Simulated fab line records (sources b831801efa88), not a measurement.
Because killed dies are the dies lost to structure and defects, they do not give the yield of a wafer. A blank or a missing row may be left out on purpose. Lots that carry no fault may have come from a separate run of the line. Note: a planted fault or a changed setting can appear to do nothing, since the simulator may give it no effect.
Which tool is to blame? ; flow gf180mcu ; 13 lots, 39 wafers sampled, at 6 steps of a route of 602

== WHAT THE GAUGES READ, wafer by wafer ==
GF_LVPWELL_TW_MEAS_11. Usual: for LVPWELL_TW the level is 557.1 and the standard deviation is 2.8.
lot;measured;on;LVPWELL_TW;flag
L151;day 3 23:47;film_metro-01;559.4 558.5 557.9;
L152;day 4 04:51;film_metro-04;552.2 558.1 553.4;
L153;day 4 10:58;film_metro-04;553.4 558.3 552.0;
L156;day 5 01:44;film_metro-04;555.6 558.1 554.4;
L159;day 5 17:41;film_metro-04;523.4 522.7 518.3;OFF
L160;day 6 00:11;film_metro-04;525.0 524.1 528.4;OFF
L162;day 6 11:19;film_metro-04;559.1 559.7 558.0;
L168;day 7 19:17;film_metro-04;558.5 560.9 558.6;
L169;day 8 02:05;film_metro-03;561.8 559.7 560.5;
L170;day 8 08:05;film_metro-03;556.5 559.7 560.0;
L171;day 8 14:58;film_metro-04;559.2 559.6 557.2;
L173;day 9 00:46;film_metro-04;556.1 554.8 553.7;
L174;day 9 06:37;film_metro-01;557.1 555.7 557.4;

GF_VT_IMPLANT_TW_MEAS_10. Usual: for VT_IMPLANT_TW the level is 565 and the standard deviation is 4.1.
lot;measured;on;VT_IMPLANT_TW;flag
L151;day 5 18:04;film_metro-02;576 573 572;
L152;day 5 22:44;film_metro-02;572 572 569;
L153;day 6 06:11;film_metro-04;563 564 562;
L156;day 6 22:28;film_metro-04;562 564 561;
L159;day 7 16:31;film_metro-02;570 570 569;
L160;day 8 00:11;film_metro-01;563 560 558;
L162;day 8 11:10;film_metro-02;566 566 565;
L168;day 9 22:35;film_metro-02;567 561 566;
L169;day 10 05:55;film_metro-04;558 561 559;
L170;day 10 11:37;film_metro-02;571 572 569;
L171;day 10 19:04;film_metro-04;560 561 561;
L173;day 11 07:04;film_metro-04;560 561 564;
L174;day 11 13:07;film_metro-04;562 563 562;

GF_VT_IMPLANT_RS_MEAS_48: the measuring method here is four-point-probe. Usual: for LVPWELL_RS the level is 1197.6 ohm/sq and the standard deviation is 3.
lot;measured;on;LVPWELL_RS (ohm/sq);flag
L151;day 7 16:35;film_metro-04;1199.7 1198.4 1197.4;
L152;day 7 21:49;film_metro-03;1195.9 1197.0 1194.8;
L153;day 8 04:35;film_metro-03;1193.4 1197.6 1195.4;
L156;day 8 22:38;film_metro-04;1198.4 1197.8 1199.9;
L159;day 9 18:46;film_metro-01;1492.7 1501.1 1499.9;OFF
L160;day 10 02:38;film_metro-01;1488.7 1489.3 1491.9;OFF
L162;day 10 14:58;film_metro-04;1201.5 1203.1 1198.6;
L168;day 12 06:53;film_metro-01;1198.9 1196.9 1197.0;
L169;day 12 15:34;film_metro-03;1200.6 1196.4 1195.4;
L170;day 12 21:07;film_metro-04;1195.6 1198.0 1198.1;
L171;day 13 05:28;film_metro-01;1199.8 1199.8 1200.8;
L173;day 13 17:29;film_metro-01;1196.6 1199.0 1199.1;
L174;day 14 01:46;film_metro-03;1195.0 1196.6 1198.6;

GF_V1_RS_MEAS_24: the measuring method here is four-point-probe. Usual: for V1_W_RS the level is 0.329 ohm/sq and the standard deviation is 0.0045.
lot;measured;on;V1_W_RS (ohm/sq);flag
L151;day 18 07:41;film_metro-01;0.324 0.333 0.325;
L152;day 18 16:21;film_metro-03;0.327 0.332 0.321;
L153;day 19 02:08;film_metro-03;0.332 0.336 0.325;
L156;day 20 07:53;film_metro-01;0.325 0.327 0.330;
L159;day 21 07:31;film_metro-01;0.328 0.332 0.330;
L160;day 21 18:27;film_metro-01;0.327 0.331 0.333;
L162;day 22 16:13;film_metro-02;0.333 0.333 0.326;
L168;day 24 11:05;film_metro-02;0.334 0.339 0.339;
L169;day 24 22:18;film_metro-02;0.337 0.331 0.332;
L170;day 24 23:46;film_metro-03;0.333 0.325 0.328;
L171;day 25 09:11;film_metro-03;0.332 0.331 0.335;
L173;day 25 19:56;film_metro-02;0.327 0.327 0.330;
L174;day 26 06:01;film_metro-02;0.334 0.325 0.325;

== EACH LOT AND THE TOOL THAT RAN IT (in order: tool; ch and the chambers of the sampled wafers; start) ==
lot;GF_LVPWELL_IMPLANT_09;GF_V1_SPUTTER_22
L151;implanter-02 ch 0, day 3 23:34;pvd_sputter-03, day 18 07:31
L152;implanter-04 ch 0, day 4 04:38;pvd_sputter-03, day 18 16:10
L153;implanter-01 ch 0, day 4 10:44;pvd_sputter-01, day 19 01:58
L156;implanter-02 ch 0, day 5 01:31;pvd_sputter-03, day 20 07:43
L159;implanter-02 ch 0, day 5 17:26;pvd_sputter-03, day 21 07:22
L160;implanter-02 ch 0, day 5 23:58;pvd_sputter-02, day 21 18:17
L162;implanter-04 ch 0, day 6 11:04;pvd_sputter-03, day 22 16:03
L168;implanter-04 ch 0, day 7 19:04;pvd_sputter-02, day 24 10:55
L169;implanter-01 ch 0, day 8 01:50;pvd_sputter-01, day 24 22:09
L170;implanter-04 ch 0, day 8 07:50;pvd_sputter-03, day 24 23:36
L171;implanter-04 ch 0, day 8 14:43;pvd_sputter-03, day 25 09:02
L173;implanter-01 ch 0, day 9 00:31;pvd_sputter-01, day 25 19:47
L174;implanter-01 ch 0, day 9 06:19;pvd_sputter-02, day 26 05:52
- GF_LVPWELL_IMPLANT_09
- GF_V1_SPUTTER_22: material TiN, target thk 10 nm, time 40 s.

== WHAT THE TOOLS THEMSELVES READ (means of the sampled wafers that have a number; where no wafer has one, the mark that the record gives instead) ==
GF_LVPWELL_IMPLANT_09. Usual: dose_ions_cm2 5e+12, standard deviation 5.4e+09; faraday_current_uA 28.2, standard deviation 0.53.
lot;tool;dose_ions_cm2;faraday_current_uA;flag
L151;implanter-02;5e+12;28.1;
L152;implanter-04;5e+12;28.1;
L153;implanter-01;5e+12;28.2;
L156;implanter-02;5e+12;28.5;
L159;implanter-02;5e+11;2.8;OFF
L160;implanter-02;5e+11;2.8;OFF
L162;implanter-04;5e+12;28.1;
L168;implanter-04;5e+12;27.8;
L169;implanter-01;5e+12;27.9;
L170;implanter-04;5e+12;28.2;
L171;implanter-04;5e+12;28.1;
L173;implanter-01;5e+12;28.3;
L174;implanter-01;5e+12;27.7;

GF_V1_SPUTTER_22. Usual: throttle_valve_pct 30.6 %, standard deviation 0.81.
lot;tool;throttle_valve_pct (%);flag
L151;pvd_sputter-03;30.8;
L152;pvd_sputter-03;30.5;
L153;pvd_sputter-01;30.8;
L156;pvd_sputter-03;30.7;
L159;pvd_sputter-03;30.5;
L160;pvd_sputter-02;30.5;
L162;pvd_sputter-03;30.8;
L168;pvd_sputter-02;31.3;
L169;pvd_sputter-01;30.3;
L170;pvd_sputter-03;31.0;
L171;pvd_sputter-03;30.4;
L173;pvd_sputter-01;30.8;
L174;pvd_sputter-02;30.4;

== THE ANSWER, worked out from the rows above alone ==
Rule: a lot is off if the mean of its wafers that have a number lies more than 3 standard deviations from the usual mean. A lot without any number at a reading at which 4 lots or more have one is off too. The other lots that the step has rows for count as sound. Order of review: gauges by route order, followed by the tools' own readings, for which a lot's mean as printed above is used. The first step at which some lot is off is used, and at that step the reading that is off furthest; a lot without a number counts as furthest.
Off: L159, L160, at GF_LVPWELL_TW_MEAS_11 (LVPWELL_TW).
If a tool, at a process step before that reading, ran all the lots that are off and no sound lot after the first of them, it fits. Not tried: the gauges at GF_LVPWELL_TW_MEAS_11; whatever is off there is also off at GF_VT_IMPLANT_RS_MEAS_48, on other tools, and gauge error can't account for it. One candidate fits, namely implanter-02 at GF_LVPWELL_IMPLANT_09. Its last sound lot is L156 (day 5 01:31), its first lot that is off L159 (day 5 17:26): a fault that began between those two fits.
The tool's own readings at GF_LVPWELL_IMPLANT_09 bear it out: on the lots that are off they differ by more than 5 times the standard deviation of the sound lots' means. dose_ions_cm2 reads 5e+11 there against 5e+12 on the sound lots; faraday_current_uA reads 2.8 there against 28.1 on the sound lots.

== WHAT WAS PUT IN BY THE SIMULATOR ==
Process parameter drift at GF_LVPWELL_IMPLANT_09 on implanter-02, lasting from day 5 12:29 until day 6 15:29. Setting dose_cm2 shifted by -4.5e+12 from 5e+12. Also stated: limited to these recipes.
Struck lots among those shown: L159, L160. The rule above reached the same finding.
